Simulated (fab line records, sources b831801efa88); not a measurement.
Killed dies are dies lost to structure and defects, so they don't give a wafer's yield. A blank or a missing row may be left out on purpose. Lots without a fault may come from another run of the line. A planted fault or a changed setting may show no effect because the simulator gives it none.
Which tool did it? | flow sky130 | 15 lots, 45 wafers sampled, at 1 step of a route of 708

WHAT THE GAUGES READ, wafer by wafer
SKY_LI_CONTACT_OVL_MEAS_13.
lot  | measured     | on         | LI_CONTACT_OVL (nm)
L366 | day 29 17:22 | overlay-01 | -1 -2 0
L364 | day 29 17:53 | overlay-02 | 4 4 -3
L365 | day 29 22:25 | overlay-02 | -9 -4 -1
L371 | day 31 15:17 | overlay-02 | 1 5 0
L372 | day 31 22:40 | overlay-01 | -13 1 -12
L373 | day 32 11:05 | overlay-01 | -3 -5 5
L375 | day 33 10:23 | overlay-02 | -3 0 -2
L376 | day 33 11:38 | overlay-01 | 6 1 -5
L378 | day 33 22:21 | overlay-01 | -9 -3 5
L379 | day 34 10:22 | overlay-02 | -6 -2 3
L380 | day 34 13:41 | overlay-01 | -8 4 0
L381 | day 34 15:40 | overlay-01 | -3 -5 2
L382 | day 35 01:28 | overlay-01 | -6 -8 -13
L384 | day 35 19:19 | overlay-01 | 4 -1 -3
L386 | day 36 17:09 | overlay-02 | -2 1 -8

WHICH TOOL RAN EACH LOT (tool, then ch and the chambers of the sampled wafers, then the start)
The record holds no process step before these readings.

WHAT THE TOOLS THEMSELVES READ (means of the sampled wafers that have a number; where no wafer has one, the mark that the record gives instead)
The record holds no such reading with a usual standard deviation.

THE ANSWER, worked out from the rows above alone
Rule: what is usual is taken from the lots themselves. Put in order of their means at a reading, lots are off if they are a third of the lots or fewer, leave a main group of 4 or more, and stand apart from it by a gap of 3 or more times the standard deviation of the main group's means; of several such gaps the widest counts. A main group whose means are all the same, to the digits that the tables above print for the reading, isn't used. A lot without any number at a reading at which 4 lots or more have one is off too. The other lots that the step has rows for count as sound. The gauges are gone through in route order, then the tools' own readings, and for those a lot's mean is taken as printed above. The first step at which some lot is off is used, and at that step the reading that is off furthest; a lot without a number counts as furthest.
No lot is off at any reading shown: from this, nothing can be told.

WHAT THE SIMULATOR HAD PUT IN
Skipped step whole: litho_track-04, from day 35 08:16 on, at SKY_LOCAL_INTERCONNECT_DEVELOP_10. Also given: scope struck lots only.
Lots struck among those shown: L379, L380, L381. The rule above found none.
